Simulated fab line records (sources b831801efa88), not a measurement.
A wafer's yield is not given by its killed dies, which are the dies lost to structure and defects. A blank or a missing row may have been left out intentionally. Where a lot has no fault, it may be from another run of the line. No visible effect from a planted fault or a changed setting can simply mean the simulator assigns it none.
The tool behind it: which one? + flow sky130 + 11 lots, 31 wafers sampled, at 5 steps of a route of 708

== WHAT THE GAUGES READ, wafer by wafer ==
SKY_DNWELL_TW_MEAS_09.
| lot  | measured    | on           | DNWELL_TW      |
|------|-------------|--------------|----------------|
| L846 | day 3 12:59 | filmMetro-04 | 1117 1108 1106 |
| L848 | day 3 23:26 | filmMetro-04 | 1124 1117 1118 |
| L849 | day 4 04:08 | filmMetro-02 | 1126 1125 1124 |
| L850 | day 4 08:43 | filmMetro-02 | 1116 1116 1115 |
| L851 | day 4 10:21 | filmMetro-02 | 1124 1118 1122 |
| L858 | day 6 00:55 | filmMetro-02 | 1121 1119      |
| L859 | day 6 05:37 | filmMetro-04 | 1118 1118      |
| L861 | day 7 01:14 | filmMetro-04 | 1128 1131 1130 |
| L863 | day 7 05:36 | filmMetro-03 | 1101 1102 1108 |
| L867 | day 8 04:16 | filmMetro-03 | 1103 1100 1098 |
| L868 | day 8 10:31 | filmMetro-04 | 1114 1115 1111 |

SKY_LDD_HVP_OVL_MEAS_07.
| lot  | measured     | on         | LDD_HVP_OVL (nm) |
|------|--------------|------------|------------------|
| L846 | day 21 19:08 | overlay-01 | 2.0 1.2 -0.1     |
| L848 | day 22 23:53 | overlay-02 | 0.0 0.9 -0.3     |
| L849 | day 23 06:02 | overlay-02 | -0.7 -0.2 -1.4   |
| L850 | day 23 20:46 | overlay-01 | -1.2 -0.2 -2.6   |
| L851 | day 23 20:14 | overlay-02 | 1.2 0.0 -0.1     |
| L858 | day 26 02:09 | overlay-01 | 3.1 1.7          |
| L859 | day 26 20:35 | overlay-02 | -0.9 -0.9        |
| L861 | day 27 22:20 | overlay-01 | -1.1 1.3 -0.4    |
| L863 | day 28 07:13 | overlay-01 | 1.4 -0.4 1.1     |
| L867 | day 29 08:55 | overlay-01 | 1.0 1.6 1.8      |
| L868 | day 29 15:41 | overlay-02 | 0.7 -0.4 -0.6    |

SKY_SD_N_CD_MEAS_07 targets a cd of 380 nm.
| lot  | measured     | on       | cdNm (nm)         |
|------|--------------|----------|-------------------|
| L846 | day 28 05:05 | cdSem-01 | 381.7 378.6 380.2 |
| L848 | day 29 03:11 | cdSem-01 | 384.6 384.0 383.7 |
| L849 | day 29 09:33 | cdSem-01 | 381.9 381.5 381.7 |
| L850 | day 30 00:21 | cdSem-02 | 381.8 381.6 381.9 |
| L851 | day 29 23:28 | cdSem-02 | 384.1 381.4 380.6 |
| L858 | day 32 00:50 | cdSem-02 | 376.3 417.5       |
| L859 | day 32 18:39 | cdSem-02 | 377.3 416.4       |
| L861 | day 33 18:55 | cdSem-02 | 380.0 419.8 377.8 |
| L863 | day 34 02:49 | cdSem-01 | 381.9 382.2 381.3 |
| L867 | day 35 03:52 | cdSem-01 | 381.5 382.8 382.1 |
| L868 | day 35 09:25 | cdSem-01 | 373.6 374.4 377.3 |

== WHAT TOOL EACH LOT RAN ON (gives the tool, then ch and the chambers of the sampled wafers, and finally the start) ==
| lot  | SKY_DNWELL_STRIP_08                | SKY_SD_N_COAT_02                 |
|------|------------------------------------|----------------------------------|
| L846 | plasmaAsher-02 ch 0,1, day 3 12:54 | lithoTrack-02 ch 0, day 27 14:53 |
| L848 | plasmaAsher-01 ch 0,1, day 3 23:21 | lithoTrack-02 ch 0, day 28 12:17 |
| L849 | plasmaAsher-02 ch 0,1, day 4 04:02 | lithoTrack-01 ch 0, day 28 19:33 |
| L850 | plasmaAsher-02 ch 0,1, day 4 08:37 | lithoTrack-02 ch 0, day 29 09:38 |
| L851 | plasmaAsher-04 ch 0,1, day 4 10:14 | lithoTrack-02 ch 0, day 29 08:46 |
| L858 | plasmaAsher-04 ch 1, day 6 00:48   | lithoTrack-03 ch 0, day 31 12:10 |
| L859 | plasmaAsher-01 ch 1, day 6 05:30   | lithoTrack-03 ch 0, day 32 04:04 |
| L861 | plasmaAsher-02 ch 0,1, day 7 01:08 | lithoTrack-03 ch 0, day 33 04:31 |
| L863 | plasmaAsher-01 ch 0, day 7 05:29   | lithoTrack-02 ch 0, day 33 14:04 |
| L867 | plasmaAsher-02 ch 0,1, day 8 04:10 | lithoTrack-01 ch 0, day 34 14:02 |
| L868 | plasmaAsher-01 ch 1, day 8 10:25   | lithoTrack-02 ch 0, day 34 21:01 |
- SKY_DNWELL_STRIP_08: strips in O2/N2.
- SKY_SD_N_COAT_02: resist thk 1140 nm.

== WHAT THE TOOLS THEMSELVES READ (means of the sampled wafers that have a number; where no wafer has one, the mark that the record gives instead) ==
SKY_DNWELL_STRIP_08.
| lot  | tool           | chamberPressureMTorr (mTorr) | drypumpMotorCurrentA (A) | oesProductAu (a.u.) | stripTimeToEndpointS (s) |
|------|----------------|------------------------------|--------------------------|---------------------|--------------------------|
| L846 | plasmaAsher-02 | 1499.4                       | 5.8                      | 0.722               | 36.89                    |
| L848 | plasmaAsher-01 | 1499.2                       | 5.6                      | 0.726               | 37.04                    |
| L849 | plasmaAsher-02 | 1499.5                       | 5.9                      | 0.722               | 37.03                    |
| L850 | plasmaAsher-02 | 1499.3                       | 6.2                      | 0.724               | 36.79                    |
| L851 | plasmaAsher-04 | 1499.1                       | 5.9                      | 0.721               | 36.97                    |
| L858 | plasmaAsher-04 | 1499.5                       | 5.8                      | 0.725               | 36.90                    |
| L859 | plasmaAsher-01 | 1499.9                       | 5.8                      | 0.720               | 36.83                    |
| L861 | plasmaAsher-02 | 1500.9                       | 5.8                      | 0.722               | 36.85                    |
| L863 | plasmaAsher-01 | 1499.9                       | 5.3                      | 0.721               | 36.78                    |
| L867 | plasmaAsher-02 | 1500.4                       | 6.2                      | 0.719               | 36.85                    |
| L868 | plasmaAsher-01 | 1499.0                       | 5.7                      | 0.720               | 37.00                    |

SKY_SD_N_COAT_02.
| lot  | tool          | chillPlateTempC (C) | resistLineTempC (C) |
|------|---------------|---------------------|---------------------|
| L846 | lithoTrack-02 | 22.95               | 23.02               |
| L848 | lithoTrack-02 | 23.00               | 22.84               |
| L849 | lithoTrack-01 | 23.02               | 22.99               |
| L850 | lithoTrack-02 | 22.96               | 22.97               |
| L851 | lithoTrack-02 | 23.08               | 22.99               |
| L858 | lithoTrack-03 | 22.95               | 22.89               |
| L859 | lithoTrack-03 | 22.87               | 22.79               |
| L861 | lithoTrack-03 | 22.97               | 23.13               |
| L863 | lithoTrack-02 | 22.94               | 23.07               |
| L867 | lithoTrack-01 | 23.07               | 23.03               |
| L868 | lithoTrack-02 | 22.92               | 23.11               |

== THE ANSWER, worked out from the rows above alone ==
Rule: what is usual is taken from the lots themselves. The widest of any qualifying gaps counts: lots, ordered by their means at a reading, are off when they make up no more than a third of the lots, leave a main group of 4 or more, and stand apart from it by 3 or more times the standard deviation of that group's means. If all means in a main group match to the digits the tables above print for the reading, that group is not used. Also off: a lot with no number at a reading for which 4 or more lots have one. All remaining lots with rows at the step are treated as sound. Order of review: gauges by route order, followed by the tools' own readings, for which a lot's mean as printed above is used. The first step at which some lot is off is used, and at that step the reading that is off furthest; a lot without a number counts as furthest.
Off, at SKY_SD_N_CD_MEAS_07 on cdNm: L858, L859, L861. The main group has a mean of 381.1 nm with a standard deviation of 2.5.
A tool fits if, at a process step before that reading, it ran every lot that is off, and no sound lot after the first of them. Those tools and the gauges at SKY_SD_N_CD_MEAS_07 are tried in the same way. 2 tools fit, lithoTrack-03 at SKY_SD_N_COAT_02 and cdSem-02 at SKY_SD_N_CD_MEAS_07, so this cannot tell which one it is.

== WHAT THE SIMULATOR HAD INSERTED ==
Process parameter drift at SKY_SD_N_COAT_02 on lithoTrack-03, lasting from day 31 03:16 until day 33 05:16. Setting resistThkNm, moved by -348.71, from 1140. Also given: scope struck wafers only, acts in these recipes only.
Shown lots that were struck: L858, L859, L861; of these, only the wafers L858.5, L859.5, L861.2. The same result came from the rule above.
